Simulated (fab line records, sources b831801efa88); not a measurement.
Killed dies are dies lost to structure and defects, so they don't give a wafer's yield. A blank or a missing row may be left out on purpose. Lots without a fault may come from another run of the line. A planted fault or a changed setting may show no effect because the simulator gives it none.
Which tool did it? | flow gf180mcu | 7 lots, 21 wafers sampled, at 1 step of a route of 602

WHAT THE GAUGES READ, wafer by wafer
GF_STI_THK_MEAS_22.
lot  | measured    | on            | STI_OXIDATION_01_THK (nm)
L550 | day 2 13:44 | film_metro-04 | 14.50 14.37 14.35
L554 | day 3 11:10 | film_metro-04 | 14.72 14.93 14.87
L557 | day 4 02:43 | film_metro-04 | 14.88 14.52 14.74
L559 | day 4 11:37 | film_metro-03 | 15.37 15.19 15.11
L565 | day 5 20:10 | film_metro-02 | 14.95 15.02 15.05
L569 | day 6 15:50 | film_metro-02 | 14.94 14.81 14.92
L571 | day 7 01:44 | film_metro-03 | 14.87 15.09 15.02

WHICH TOOL RAN EACH LOT (tool, then ch and the chambers of the sampled wafers, then the start)
The record holds no process step before these readings.

THE ANSWER, worked out from the rows above alone
Rule: what is usual is taken from the lots themselves. Put in order of their means at a reading, lots are off if they are a third of the lots or fewer, leave a main group of 4 or more, and stand apart from it by a gap of 3 or more times the standard deviation of the main group's means; of several such gaps the widest counts. A main group whose means are all the same, to the digits that the tables above print for the reading, isn't used. A lot without any number at a reading at which 4 lots or more have one is off too. The other lots that the step has rows for count as sound.
No lot is off at any reading shown: from this, nothing can be told.

WHAT THE SIMULATOR HAD PUT IN
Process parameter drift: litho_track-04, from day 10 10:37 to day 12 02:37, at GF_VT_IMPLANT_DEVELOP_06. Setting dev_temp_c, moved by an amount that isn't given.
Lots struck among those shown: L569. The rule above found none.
